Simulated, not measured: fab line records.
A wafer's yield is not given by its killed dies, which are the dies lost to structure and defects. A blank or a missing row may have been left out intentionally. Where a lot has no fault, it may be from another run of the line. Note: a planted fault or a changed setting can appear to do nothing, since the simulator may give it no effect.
A lot that was struck, set against a sound lot || flow sky130 || 14 out of 708 route steps
Sound: these wafers, L381.1, L381.3, L381.4. Wafers L394.1, L394.4, L394.5 were the ones struck. The cause comes at the end.
For every step that has rows: the tool of each side, followed by ch and its chambers, followed by its first start. Under that, the readings that differ: sound wafers || struck wafers || difference of the means || sigmas: that difference in standard deviations of wafers without a fault.
alike: readings with means less than 2 such deviations apart, plus words and numbers identical on both sides. not compared: withheld readings, readings lacking a value on some wafer, bounds such as >300 that could conceal the same value, and numbers that have no deviation in the record and whose values overlap.
A row with sigmas, a row that says differs or no value, or rows on one side alone: a step with any of these is where the two part. Numbers that have no deviation but don't overlap get no sigmas and don't part them. A reading missing from all wafers of one side parts the sides only when that side holds two or more wafers.

SKY_METAL1_SPUTTER_01: material TiN, target thk 20 nm, time 16.7 s.
  sound: pvdSputter-04 at day 32 12:01; struck: pvdSputter-04 at day 36 08:15
  alike: chamberPressurePa, throttleValvePct
SKY_METAL1_SPUTTER_02: material AlCu, target thk 250 nm, time 13.3 s.
  sound: pvdSputter-04 at day 32 12:02; struck: pvdSputter-04 at day 36 08:16
  alike: chamberPressurePa, throttleValvePct
SKY_METAL1_SPUTTER_03: material Ti, target thk 5 nm, time 3.3 s.
  sound: pvdSputter-04 at day 32 12:04; struck: pvdSputter-04 at day 36 08:18
  alike: chamberPressurePa, throttleValvePct
SKY_METAL1_SPUTTER_04: material TiN, target thk 70 nm, time 58.3 s.
  sound: pvdSputter-04 at day 32 12:05; struck: pvdSputter-04 at day 36 08:19
  alike: chamberPressurePa, throttleValvePct
SKY_METAL1_RS_MEAS_05: the measuring method here is four-point-probe.
  sound: filmMetro-03 at day 32 12:08; struck: filmMetro-03 at day 36 08:22
  alike: METAL1_ALCU_RS
SKY_METAL1_THK_MEAS_06: measures by xrf.
  sound: filmMetro-03 at day 32 12:15; struck: filmMetro-03 at day 36 08:29
  alike: METAL1_ALCU_THK
then, 6 steps without rows for these wafers: SKY_METAL1_DEHYDRATE_07 (time 60 s); SKY_METAL1_HMDS_08 (prime time 60 s); SKY_METAL1_COAT_09 (resist thk 60 nm); SKY_METAL1_COAT_10 (resist thk 450 nm); SKY_METAL1_SOFTBAKE_11 (time 90 s); SKY_METAL1_EXPOSE_12 (exposes mask MM1, target cd 140 nm).
SKY_METAL1_PEB_13:
  struck on lithoTrack-02, day 37 09:00; sound on lithoTrack-02 ch 0, day 33 16:00
{"reading": "exhaustPa (Pa)", "sound": "44.6 44.7 44.8", "struck": "- - -", "difference": "no value on the struck wafers", "sigmas": ""}
  not compared: chillPlateTempC, resistLineTempC
then, 1 step without rows for these wafers: SKY_METAL1_DEVELOP_14 (develop time 60 s).

## WHERE THEY PART
Only at SKY_METAL1_PEB_13, within this record.

WHY: what had been put in by the simulator
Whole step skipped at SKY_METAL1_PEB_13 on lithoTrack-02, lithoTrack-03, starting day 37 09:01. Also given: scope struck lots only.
